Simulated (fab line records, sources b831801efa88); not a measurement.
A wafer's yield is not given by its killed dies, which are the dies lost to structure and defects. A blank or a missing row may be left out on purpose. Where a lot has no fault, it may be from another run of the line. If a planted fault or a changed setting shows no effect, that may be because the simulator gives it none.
Comparing a struck lot with a sound one || flow gf180mcu || 15 out of 602 route steps
Sound: these wafers, L513.1, L513.3, L513.6. Wafers L509.1, L509.4, L509.6 were the ones struck. Last of all comes the cause.
At each step with rows: each side's tool, then ch and its chambers, then its first start. Under that, the readings that differ: sound wafers || struck wafers || difference of the means || sigmas: that difference in standard deviations of wafers without a fault.
alike: words and numbers the same on both sides, and readings whose means are apart by under 2 such deviations; not compared: readings that were withheld, readings missing a value for some wafer, numbers with overlapping values and no deviation given by the record, and bounds like >300 which may hide the same value.
A row with sigmas, a row that says differs or no value, or rows on one side alone: a step with any of these is where the two part. Numbers that don't overlap but have no deviation are shown without sigmas and don't part them. Lack of a reading on every wafer of one side parts them only where that side has two or more wafers.

first, 5 steps without rows for these wafers: GF_V3_COAT_09 (resist thk 1000 nm); GF_V3_SOFTBAKE_10 (time 60 s); GF_V3_EXPOSE_11 (exposes mask Via3, target cd 260 nm); GF_V3_PEB_12 (peb time 90 s); GF_V3_DEVELOP_13 (develop time 60 s).
GF_V3_CD_MEAS_14: target cd 260 nm.
  sound: cd_sem-02 at day 26 23:38; struck: cd_sem-02 at day 25 11:38
  alike: cd_nm
GF_V3_OVL_MEAS_15:
  sound: overlay-01 at day 26 23:46; struck: overlay-02 at day 25 11:45
  alike: V3_OVL
GF_V3_ETCH_16: etches BARC in N2/H2.
  sound on rie_diel-01 ch 0,2, day 26 23:48; struck on rie_diel-04 ch 0,1, day 25 11:47
  alike: drypump_motor_current_A, oes_product_au, throttle_valve_pct
GF_V3_ETCH_17: etches SiO2 in C4F8/O2/Ar, stops on TiN, target depth 635 nm.
  sound on rie_diel-01 ch 0,2; struck on rie_diel-04 ch 0,1
  alike: oes_product_au
GF_V3_STRIP_18: strips in O2/N2.
  sound on plasma_asher-01 ch 0,1, day 26 23:56; struck on plasma_asher-04 ch 0,1, day 25 11:55
  alike: drypump_motor_current_A, heater_power_w, oes_product_au, platen_temp_c
  not compared: rf_hours_counter_h
then, 2 steps without rows for these wafers: GF_V3_STRIP_19 (strips in post etch residue remover, time 1200 s); GF_V3_CLEAN_20 (cleans in DIW).
GF_V3_SPUTTER_21: material Ti, target thk 15 nm, time 83.89 s.
  sound: pvd_sputter-03 at day 27 00:28; struck: pvd_sputter-04 at day 25 12:28
{"reading": "cathode_dc_power_W (W)", "sound": "2499.5 2499.9 2499.8", "struck": "2404.6 2405.2 2404.3", "difference": -95.0, "sigmas": "-99 or more"}
{"reading": "model.Ti_of_V3_SPUTTER_21.thk_nm (nm)", "sound": "15.63 15.39 15.33", "struck": "15.26 14.81 15.3", "difference": -0.33, "sigmas": ""}
  alike: throttle_valve_pct
GF_V3_SPUTTER_22: material TiN, target thk 10 nm, time 40 s.
  sound: pvd_sputter-03 at day 27 00:31; struck: pvd_sputter-04 at day 25 12:31
  alike: cathode_dc_power_W, throttle_valve_pct
-- the record jumps here: 6 days lie between the struck wafers' starts before and after (it left off in module V3 and takes up again in module PASSIVATION, whose first step shown is number 602 of the route) --
GF_PASSIVATION_PROBE_99:
  the record has rows for the struck wafers here (prober-02, day 31 14:33) and none for the sound ones

== WHERE THEY PART ==
Earliest at GF_V3_SPUTTER_21; latest, in this record, at GF_PASSIVATION_PROBE_99.

WHY: what the simulator had put in
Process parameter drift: pvd_sputter-04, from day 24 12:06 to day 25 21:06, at GF_V3_SPUTTER_21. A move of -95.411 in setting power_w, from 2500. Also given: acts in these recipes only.
